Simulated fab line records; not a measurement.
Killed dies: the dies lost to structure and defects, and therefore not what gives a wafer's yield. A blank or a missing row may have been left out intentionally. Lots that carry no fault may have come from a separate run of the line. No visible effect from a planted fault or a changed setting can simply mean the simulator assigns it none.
Which tool is to blame? | flow gf180mcu | 15 lots, 45 wafers sampled, at 4 steps of a route of 602

WHAT EACH GAUGE READ, for each wafer
Not one reading of a measure or inspect step in the record can be checked against a usual standard deviation.

WHAT TOOL EACH LOT RAN ON (gives the tool, then ch and the chambers of the sampled wafers, and finally the start)
lot  | GF_V4_ETCH_16                     | GF_V4_SPUTTER_21            | GF_V4_SPUTTER_22            | GF_MIM_SPUTTER_01
L914 | rieDiel-02 ch 0,2,3, day 24 06:53 | pvdSputter-04, day 24 07:34 | pvdSputter-04, day 24 07:38 | pvdSputter-01, day 24 08:22
L915 | rieDiel-04 ch 1,2, day 24 23:43   | pvdSputter-01, day 25 00:23 | pvdSputter-01, day 25 00:27 | pvdSputter-02, day 25 01:11
L917 | rieDiel-04 ch 0,1,3, day 25 15:07 | pvdSputter-04, day 25 15:47 | pvdSputter-04, day 25 15:51 | pvdSputter-01, day 25 16:44
L918 | rieDiel-03 ch 0,2,3, day 25 20:17 | pvdSputter-01, day 25 20:59 | pvdSputter-01, day 25 21:03 | -
L919 | rieDiel-03 ch 1,2,3, day 26 06:20 | pvdSputter-04, day 26 07:00 | pvdSputter-04, day 26 07:04 | -
L920 | rieDiel-04 ch 1,2,3, day 26 11:31 | pvdSputter-04, day 26 12:11 | pvdSputter-04, day 26 12:15 | -
L922 | rieDiel-03 ch 2,3, day 27 03:41   | pvdSputter-01, day 27 04:22 | pvdSputter-01, day 27 04:25 | pvdSputter-04, day 27 05:09
L928 | rieDiel-04 ch 0,2,3, day 29 01:49 | pvdSputter-01, day 29 02:52 | pvdSputter-01, day 29 02:55 | pvdSputter-01, day 29 03:39
L931 | rieDiel-03 ch 0,2, day 29 20:50   | pvdSputter-04, day 29 21:30 | pvdSputter-04, day 29 21:34 | pvdSputter-04, day 29 22:17
L932 | rieDiel-03 ch 0,1,3, day 30 05:05 | pvdSputter-03, day 30 05:46 | pvdSputter-03, day 30 05:49 | pvdSputter-01, day 30 06:33
L933 | rieDiel-02 ch 0,1,3, day 30 15:59 | pvdSputter-01, day 30 16:41 | pvdSputter-01, day 30 16:45 | pvdSputter-01, day 30 17:29
L934 | rieDiel-02 ch 1,2, day 30 18:07   | pvdSputter-01, day 30 18:47 | pvdSputter-01, day 30 18:51 | pvdSputter-02, day 30 19:35
L935 | rieDiel-02 ch 1,3, day 30 21:04   | pvdSputter-01, day 30 21:44 | pvdSputter-01, day 30 21:47 | pvdSputter-04, day 30 22:32
L936 | rieDiel-03 ch 0,1,3, day 31 06:26 | pvdSputter-04, day 31 07:07 | pvdSputter-04, day 31 07:10 | pvdSputter-01, day 31 07:55
L937 | rieDiel-03 ch 0,1,2, day 31 14:55 | pvdSputter-04, day 31 15:35 | pvdSputter-04, day 31 15:38 | pvdSputter-04, day 31 16:23
- GF_V4_ETCH_16: etches BARC in N2/H2.
- GF_V4_SPUTTER_21: material Ti, target thk 15 nm, time 80.02 s.
- GF_V4_SPUTTER_22: material TiN, target thk 10 nm, time 40 s.
- GF_MIM_SPUTTER_01: material TiN, target thk 30 nm, time 25 s.

WHAT THE TOOLS THEMSELVES READ (means of the sampled wafers that have a number; where no wafer has one, the mark that the record gives instead)
GF_V4_ETCH_16. Usual: drypumpMotorCurrentA 5.9 A, standard deviation 0.43; oesProductAu 0.855 a.u., standard deviation 0.0048; throttleValvePct 13.225 %, standard deviation 0.01.
lot  | tool       | drypumpMotorCurrentA (A) | oesProductAu (a.u.) | throttleValvePct (%) | flag
L914 | rieDiel-02 | 6.0                      | 0.853               | 13.220               | 
L915 | rieDiel-04 | 5.2                      | 0.856               | 13.233               | 
L917 | rieDiel-04 | 5.8                      | 0.861               | 13.212               | 
L918 | rieDiel-03 | 6.0                      | 0.851               | 13.218               | 
L919 | rieDiel-03 | 6.2                      | 0.853               | 13.234               | 
L920 | rieDiel-04 | 5.6                      | 0.850               | 13.218               | 
L922 | rieDiel-03 | 5.9                      | 0.855               | 13.231               | 
L928 | rieDiel-04 | 6.0                      | 0.860               | 13.227               | 
L931 | rieDiel-03 | 6.0                      | 0.854               | 13.228               | 
L932 | rieDiel-03 | 6.0                      | 0.856               | 13.224               | 
L933 | rieDiel-02 | 6.0                      | 0.855               | 13.210               | 
L934 | rieDiel-02 | 5.6                      | 0.851               | 13.219               | 
L935 | rieDiel-02 | 5.7                      | 0.858               | 13.226               | 
L936 | rieDiel-03 | 5.9                      | 0.859               | 13.227               | 
L937 | rieDiel-03 | 6.2                      | 0.858               | 13.230               | 

GF_V4_SPUTTER_21. Usual: cathodeDcPowerW 2500.0 W, standard deviation 0.45; chamberPressurePa 4.998 Pa, standard deviation 0.01; throttleValvePct 30.2 %, standard deviation 1.1.
lot  | tool          | cathodeDcPowerW (W) | chamberPressurePa (Pa) | throttleValvePct (%) | flag
L914 | pvdSputter-04 | 2499.7              | 4.993                  | 31.1                 | 
L915 | pvdSputter-01 | 2500.1              | 5.003                  | 30.1                 | 
L917 | pvdSputter-04 | 2499.9              | 4.996                  | 30.4                 | 
L918 | pvdSputter-01 | -                   | -                      | -                    | OFF
L919 | pvdSputter-04 | -                   | -                      | -                    | OFF
L920 | pvdSputter-04 | -                   | -                      | -                    | OFF
L922 | pvdSputter-01 | 2500.0              | 5.006                  | 29.9                 | 
L928 | pvdSputter-01 | 2499.9              | 5.006                  | 31.2                 | 
L931 | pvdSputter-04 | 2499.9              | 4.996                  | 30.6                 | 
L932 | pvdSputter-03 | 2500.1              | 5.003                  | 30.8                 | 
L933 | pvdSputter-01 | 2500.1              | 4.997                  | 30.0                 | 
L934 | pvdSputter-01 | 2499.8              | 4.991                  | 29.1                 | 
L935 | pvdSputter-01 | 2499.8              | 4.995                  | 29.2                 | 
L936 | pvdSputter-04 | 2500.4              | 4.999                  | 30.6                 | 
L937 | pvdSputter-04 | 2499.4              | 4.995                  | 30.6                 | 

GF_V4_SPUTTER_22. Usual: cathodeDcPowerW 4000.0 W, standard deviation 0.71; chamberPressurePa 5.000 Pa, standard deviation 0.01; throttleValvePct 30.2 %, standard deviation 1.1.
lot  | tool          | cathodeDcPowerW (W) | chamberPressurePa (Pa) | throttleValvePct (%) | flag
L914 | pvdSputter-04 | 3999.5              | 4.997                  | 30.9                 | 
L915 | pvdSputter-01 | 4000.1              | 5.012                  | 30.3                 | 
L917 | pvdSputter-04 | 4000.6              | 5.014                  | 30.6                 | 
L918 | pvdSputter-01 | 3999.8              | 5.011                  | 30.1                 | 
L919 | pvdSputter-04 | 4000.2              | 4.999                  | 30.4                 | 
L920 | pvdSputter-04 | 4000.7              | 4.996                  | 30.3                 | 
L922 | pvdSputter-01 | 3999.4              | 5.009                  | 30.0                 | 
L928 | pvdSputter-01 | 3999.7              | 5.003                  | 31.2                 | 
L931 | pvdSputter-04 | 3999.6              | 5.005                  | 30.7                 | 
L932 | pvdSputter-03 | 4000.1              | 4.994                  | 30.8                 | 
L933 | pvdSputter-01 | 3999.6              | 5.002                  | 29.9                 | 
L934 | pvdSputter-01 | 4000.1              | 4.995                  | 29.1                 | 
L935 | pvdSputter-01 | 3999.5              | 4.997                  | 29.1                 | 
L936 | pvdSputter-04 | 3999.5              | 4.993                  | 30.6                 | 
L937 | pvdSputter-04 | 3999.7              | 5.010                  | 30.5                 | 

GF_MIM_SPUTTER_01. Usual: cathodeDcPowerW 6500.2 W, standard deviation 1.2; chamberPressurePa 0.4001 Pa, standard deviation 0.00085; throttleValvePct 30.1 %, standard deviation 1.1.
lot  | tool          | cathodeDcPowerW (W) | chamberPressurePa (Pa) | throttleValvePct (%) | flag
L914 | pvdSputter-01 | 6499.7              | 0.3996                 | 30.3                 | 
L915 | pvdSputter-02 | 6498.3              | 0.3994                 | 30.3                 | 
L917 | pvdSputter-01 | 6500.1              | 0.4007                 | 30.1                 | 
L922 | pvdSputter-04 | 6501.0              | 0.3993                 | 31.0                 | 
L928 | pvdSputter-01 | 6501.7              | 0.4009                 | 30.0                 | 
L931 | pvdSputter-04 | 6498.9              | 0.4002                 | 30.8                 | 
L932 | pvdSputter-01 | 6500.7              | 0.4008                 | 30.0                 | 
L933 | pvdSputter-01 | 6499.7              | 0.3999                 | 30.4                 | 
L934 | pvdSputter-02 | 6500.7              | 0.4000                 | 30.1                 | 
L935 | pvdSputter-04 | 6499.1              | 0.3999                 | 30.3                 | 
L936 | pvdSputter-01 | 6501.0              | 0.4005                 | 30.0                 | 
L937 | pvdSputter-04 | 6500.4              | 0.4002                 | 30.8                 | 

THE ANSWER, worked out from the rows above alone
Rule: a lot counts as off when the mean over its wafers that have a number is more than 3 standard deviations away from the usual mean. Also off: a lot with no number at a reading for which 4 or more lots have one. Where the step has rows for the other lots, those lots are counted as sound. First the gauges in route order, then the tools' own readings, where a lot's mean is used as printed above. At the first step where some lot is off, the reading lying furthest off is the one used; lots without a number count as furthest.
Off: L918, L919, L920, at GF_V4_SPUTTER_21 (cathodeDcPowerW). Without a number there: L918, L919, L920.
A tool fits if, at that step or a process step before it, it ran every lot that is off, and no sound lot after the first of them. Of those tried, none fits.

WHAT THE SIMULATOR PUT IN
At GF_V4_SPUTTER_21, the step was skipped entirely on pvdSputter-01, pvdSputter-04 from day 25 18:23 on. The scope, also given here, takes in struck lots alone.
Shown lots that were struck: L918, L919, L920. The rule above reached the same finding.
